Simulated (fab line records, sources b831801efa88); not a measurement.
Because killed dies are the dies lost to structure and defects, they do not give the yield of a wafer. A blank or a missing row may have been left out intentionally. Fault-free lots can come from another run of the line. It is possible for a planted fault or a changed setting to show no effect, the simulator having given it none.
Problem report in the 8D (eight disciplines) form, filled by code ; flow sky130 ; the parts of the form that need people (team, actions taken, sign-off) are left out

1. THE ISSUE
At SKY_PAD_OPEN_PROBE_99, killed-at-contacts averages 56 over 4 wafers from 2 lots, while fault-free wafers read 24, standard deviation 6.2. Relative to the usual mean, that is a shift of +5.1 standard deviations.
Earliest sighting: wafer L359.4 on prober-02 at day 50 02:14. The record holds 8 wafers of 3 lots with a number at this step. By rule, "out" or "out of limits" means more than 4 standard deviations away from the usual mean. Any other wafer with a number is counted as sound.

2. WHAT IT IS, WHAT IT ISN'T
question;is;is not
which readings at this step;killed-at-contacts;killed_at_M4_up, killed-at-front-end, killed-at-other, killed-open
which lots;L359, L362;L351
which wafers of those lots;L359.4, L359.5, L362.4, L362.6;L359.1
read on which tools;prober-01, prober-02;-
when;from day 50 02:14;up to then (4 sound wafers)

3. SUSPECTS, AND WHAT RULES EACH OUT
Counting: any tool at a process step up to the reading remains a suspect provided it ran every lot that is out. Sound lots after the first of them don't rule it out here, since some wafers of a struck lot are sound.
- pvd-sputter-02 at SKY_LOCAL_INTERCONNECT_SPUTTER_00 (material TiN, target thk 100 nm, time 83.3 s): kept. It ran every lot that is out, first L359 (day 35 07:07).
Remaining after the count: pvd-sputter-02 at SKY_LOCAL_INTERCONNECT_SPUTTER_00.

4. THE CAUSE (what the simulator had put in)
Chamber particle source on pvd-sputter-02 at SKY_LOCAL_INTERCONNECT_SPUTTER_00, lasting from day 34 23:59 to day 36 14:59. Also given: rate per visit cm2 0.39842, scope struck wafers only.
This tool alone remained once counting was done.

5. THE EFFECT CHAIN, in route order
Rows list readings where the struck wafers' mean (over those with a number) sits beyond 3 standard deviations from the usual. Only readings for which the record gives a usual standard deviation are gone through. hours: the time from each lot's start at the first step in this table that gives one to its start at this step, as a median over the lots. sigmas: the change in usual standard deviations.
hours;step;reading;usual;on struck wafers;change;sigmas
0;SKY_PAD_OPEN_PROBE_99;killed-at-contacts;24;56;+32;+5.1
It contains these process steps:
- SKY_PAD_OPEN_PROBE_99

6. WHAT WOULD HAVE CAUGHT IT SOONER
The fault began at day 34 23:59; the first out-of-limits reading in this record came at day 50 02:14, 362 hours later.
No tool reading at SKY_LOCAL_INTERCONNECT_SPUTTER_00 that has a usual standard deviation in the record was out on any struck wafer, so an alarm limit of 4 standard deviations on those readings would not have fired.
By day 50 02:14 the whole set of lots that are out, 2 in number, had already begun SKY_LOCAL_INTERCONNECT_SPUTTER_00 on pvd-sputter-02. None of them would have been spared by holding the tool at that moment.
